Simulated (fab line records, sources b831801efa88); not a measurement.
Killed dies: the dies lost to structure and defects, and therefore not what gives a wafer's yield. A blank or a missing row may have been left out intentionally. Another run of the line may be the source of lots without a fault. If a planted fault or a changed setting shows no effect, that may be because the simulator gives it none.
Which of the tools did it?	flow sky130	11 lots, 33 wafers sampled, at 4 steps of a route of 708

## WHAT THE GAUGES SHOWED, per wafer
SKY_RES_PROTECT_TW_MEAS_08. Usual: POLY_GATE_TW gives 4038 (standard deviation 24).
lot	measured	on	POLY_GATE_TW	flag
L851	day 15 20:35	filmMetro-01	4005 4010 4029	
L852	day 15 20:52	filmMetro-01	4029 4046 4040	
L853	day 16 07:52	filmMetro-01	4049 4060 4063	
L854	day 16 22:19	filmMetro-02	4072 4057 4061	
L859	day 18 19:13	filmMetro-03	3986 3989 3999	
L861	day 19 17:46	filmMetro-03	4011 4012 4004	
L862	day 19 18:04	filmMetro-02	4056 4068 4058	
L863	day 20 08:30	filmMetro-03	4026 4025 4022	
L864	day 20 13:25	filmMetro-01	4038 4018 4024	
L867	day 21 16:04	filmMetro-01	4009 4007 4018	
L871	day 23 04:38	filmMetro-02	4077 4074 4063	

SKY_LI_CONTACT_RS_MEAS_22: measurement is done with a four-point probe. Usual: LI_CONTACT_W_RS gives 0.289 ohm/sq (standard deviation 0.0032).
lot	measured	on	LI_CONTACT_W_RS (ohm/sq)	flag
L851	day 30 01:24	filmMetro-02	0.295 0.289 0.295	
L852	day 30 03:29	filmMetro-03	0.317 0.321 0.320	OFF
L853	day 30 12:18	filmMetro-04	0.290 0.291 0.291	
L854	day 31 01:18	filmMetro-02	0.318 0.321 0.315	OFF
L859	day 32 17:06	filmMetro-02	0.289 0.292 0.288	
L861	day 33 10:13	filmMetro-03	0.287 0.285 0.285	
L862	day 33 12:12	filmMetro-03	0.290 0.287 0.291	
L863	day 34 01:49	filmMetro-02	0.287 0.292 0.289	
L864	day 34 04:02	filmMetro-04	0.287 0.285 0.287	
L867	day 35 01:43	filmMetro-04	0.286 0.285 0.288	
L871	day 36 12:52	filmMetro-03	0.288 0.288 0.290	

SKY_LI_CONTACT_THK_MEAS_23: measures by xrf. Usual: LI_CONTACT_W_THK gives 399 nm (standard deviation 5.8).
lot	measured	on	LI_CONTACT_W_THK (nm)	flag
L851	day 30 01:30	filmMetro-02	393 401 391	
L852	day 30 03:37	filmMetro-03	365 359 358	OFF
L853	day 30 12:25	filmMetro-04	401 397 397	
L854	day 31 01:25	filmMetro-02	362 360 367	OFF
L859	day 32 17:13	filmMetro-02	405 400 406	
L861	day 33 10:19	filmMetro-03	400 405 402	
L862	day 33 12:19	filmMetro-03	393 398 394	
L863	day 34 01:56	filmMetro-02	410 400 399	
L864	day 34 04:10	filmMetro-04	404 404 401	
L867	day 35 01:49	filmMetro-04	397 401 396	
L871	day 36 12:58	filmMetro-03	400 398 394	

## TOOL THAT RAN EACH LOT (tool first, then ch and the chambers of the sampled wafers, then the start)
lot	SKY_LI_CONTACT_CVD_21
L851	cvdW-01 ch 0,1, day 30 01:16
L852	cvdW-01 ch 0,1, day 30 03:22
L853	cvdW-02 ch 0,1, day 30 12:09
L854	cvdW-01 ch 0,1, day 31 01:10
L859	cvdW-02 ch 0,1, day 32 16:58
L861	cvdW-02 ch 0,1, day 33 10:04
L862	cvdW-01 ch 0,1, day 33 12:03
L863	cvdW-01 ch 0,1, day 34 01:41
L864	cvdW-01 ch 0,1, day 34 03:55
L867	cvdW-01 ch 0,1, day 35 01:35
L871	cvdW-01 ch 0,1, day 36 12:44
- SKY_LI_CONTACT_CVD_21: deposits W, target thk 400 nm, time 120.56 s.

## WHAT THE TOOLS THEMSELVES READ (means of the sampled wafers that have a number; where no wafer has one, the mark that the record gives instead)
SKY_LI_CONTACT_CVD_21. Usual: heaterPowerW 832 W, standard deviation 38; susceptorTempC 399.97 C, standard deviation 0.24.
lot	tool	heaterPowerW (W)	susceptorTempC (C)	flag
L851	cvdW-01	809	400.00	
L852	cvdW-01	764	394.75	OFF
L853	cvdW-02	834	400.03	
L854	cvdW-01	778	395.10	OFF
L859	cvdW-02	852	399.90	
L861	cvdW-02	855	400.11	
L862	cvdW-01	804	400.16	
L863	cvdW-01	825	400.09	
L864	cvdW-01	826	400.15	
L867	cvdW-01	782	399.97	
L871	cvdW-01	818	399.82	

## THE ANSWER, worked out from the rows above alone
Rule: a lot is off if the mean of its wafers that have a number lies more than 3 standard deviations from the usual mean. A lot without any number at a reading at which 4 lots or more have one is off too. Where the step has rows for the other lots, those lots are counted as sound. Order of review: gauges by route order, followed by the tools' own readings, for which a lot's mean as printed above is used. The first step at which some lot is off is used, and at that step the reading that is off furthest; a lot without a number counts as furthest.
Off: at SKY_LI_CONTACT_RS_MEAS_22 (LI_CONTACT_W_RS), L852, L854.
A tool fits if, at a process step before that reading, it ran every lot that is off, and no sound lot after the first of them. Not tried: the gauges at SKY_LI_CONTACT_RS_MEAS_22; whatever is off there is also off at SKY_LI_CONTACT_CVD_21, on other tools, and gauge error can't account for it. No candidate that was tried fits.

## WHAT THE SIMULATOR HAD INSERTED
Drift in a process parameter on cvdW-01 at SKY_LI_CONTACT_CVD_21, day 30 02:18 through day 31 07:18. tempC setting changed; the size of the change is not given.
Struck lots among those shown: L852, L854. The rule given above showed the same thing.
